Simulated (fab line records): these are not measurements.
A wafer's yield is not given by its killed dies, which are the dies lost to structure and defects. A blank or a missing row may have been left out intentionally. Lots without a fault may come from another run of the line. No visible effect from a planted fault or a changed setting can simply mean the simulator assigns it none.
Struck lot and sound lot, side by side -- flow gf180mcu -- 16 steps out of a route of 602
Sound: the wafers L706.1, L706.2, L706.5. Struck: wafer L719.4. (L719.3, L719.5 of the same lot were not struck and are left out.) The cause comes at the end.
Per side, at each step with rows, come the tool, then ch with its chambers, and then its first start. Under that, the readings that differ: sound wafers -- struck wafers -- difference of the means -- sigmas: that difference in standard deviations of wafers without a fault.
alike: a reading whose means differ by less than 2 such deviations, as well as words and numbers matching on both sides. not compared: withheld readings; readings where some wafer has no value; bounds like >300 that might hide an equal value; numbers whose values overlap and for which the record gives no deviation.
The two part at a step that has a row with sigmas, a row that says differs or no value, or rows on one side only. When numbers do not overlap yet have no deviation, they are printed without sigmas and do not part them. A reading missing from all wafers of one side parts the sides only when that side holds two or more wafers.

GF_TOP_METAL_SPUTTER_04: material TiN, target thk 25 nm, time 20.8 s.
  sound on pvd_sputter-04, day 29 03:13; struck on pvd_sputter-02, day 32 19:16
  alike: throttle_valve_pct
GF_TOP_METAL_RS_MEAS_05: a four-point-probe measurement.
  sound on film_metro-02, day 29 03:14; struck on film_metro-04, day 32 19:20
  alike: TOP_METAL_ALCU_RS
GF_TOP_METAL_THK_MEAS_06: measures by xrf.
  sound on film_metro-02, day 29 03:22; struck on film_metro-04, day 32 19:26
  alike: TOP_METAL_ALCU_THK
then, 7 steps without rows for these wafers: GF_TOP_METAL_DEHYDRATE_07 (time 60 s); GF_TOP_METAL_HMDS_08 (prime time 60 s); GF_TOP_METAL_COAT_09 (resist thk 1500 nm); GF_TOP_METAL_SOFTBAKE_10 (time 60 s); GF_TOP_METAL_EXPOSE_11 (exposes mask MetalTop, target cd 440 nm); GF_TOP_METAL_PEB_12; GF_TOP_METAL_DEVELOP_13 (develop time 61.4 s).
GF_TOP_METAL_CD_MEAS_14 targets a cd of 440 nm.
  sound on cd_sem-02, day 29 21:53; struck on cd_sem-02, day 33 10:29
  alike: cd_nm
GF_TOP_METAL_OVL_MEAS_15:
  sound on overlay-02, day 29 22:01; struck on overlay-01, day 33 10:34
  alike: TOP_METAL_OVL
GF_TOP_METAL_METAL_ETCH_16: etches the open film in Cl2/BCl3, stops on SiO2, target depth 1077.5 nm, time 179.6 s.
  sound on rie_metal-04 ch 0,1, day 29 22:02; struck on rie_metal-04 ch 0, day 33 10:39
reading,sound,struck,difference,sigmas
oes_product_au (a.u.),0.974 0.968 0.966,0.916,-0.053,-8
rf_fwd_power_W (W),796.1 793.9 798.6,669.8,-126.4,-49
throttle_valve_pct (%),28.248 28.249 28.255,28.314,+0.063,+6
model.etch.depth_nm (nm),1032 1029 1023,927.8,-100.2,
model.TOP_METAL.feature_depth_nm (nm),1032 1029 1023,927.8,-100.2,
model.NOVOLAK_of_TOP_METAL_COAT_09.thk_nm (nm),1065 1064 1065,1132,+67,
  alike: chamber_pressure_mTorr, drypump_motor_current_A
  not compared: rf_hours_counter_h
GF_TOP_METAL_STRIP_17: strips in O2/N2.
  sound on plasma_asher-01 ch 0,1, day 29 22:13; struck on plasma_asher-04 ch 0, day 33 10:48
reading,sound,struck,difference,sigmas
chamber_pressure_mTorr (mTorr),1500.5 1500.5 1500.3,1495.4,-5.0,-4
oes_product_au (a.u.),0.710 0.699 0.717,0.718,+0.009,+2
strip_time_to_endpoint_s (s),13.39 13.39 13.39,14.18,+0.79,+13
  alike: drypump_motor_current_A, heater_power_w
  not compared: rf_hours_counter_h
then, 1 step without rows for these wafers: GF_TOP_METAL_STRIP_18 (strips in post etch residue remover, time 1200 s).
GF_PASSIVATION_PROBE_99:
  sound on prober-01, day 30 19:25; struck on prober-02, day 34 04:59
reading,sound,struck,difference,sigmas
model.etest.diode_nwell_sub.over_limit,0 0 0,1,+1,
model.etest.diode_dnwell_sub.over_limit,0 0 0,1,+1,
model.etest.nplus_sal.short,0 0 0,1,+1,
model.etest.via4_chain.short,0 0 0,1,+1,
model.etest.gate_to_diffusion_comb.over_limit,0 0 0,1,+1,
model.etest.diode_pplus_nwell_6v.over_limit,0 0 0,1,+1,
model.etest.via3_chain.short,0 0 0,1,+1,
model.etest.contact_nplus.short,0 0 0,1,+1,

WHERE THEY PART
At GF_TOP_METAL_METAL_ETCH_16 first; at GF_TOP_METAL_STRIP_17 last (within this record only).

WHY: whatever the simulator had introduced
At GF_TOP_METAL_METAL_ETCH_16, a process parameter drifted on rie_metal-04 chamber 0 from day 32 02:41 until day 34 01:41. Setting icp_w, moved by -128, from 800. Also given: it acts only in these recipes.
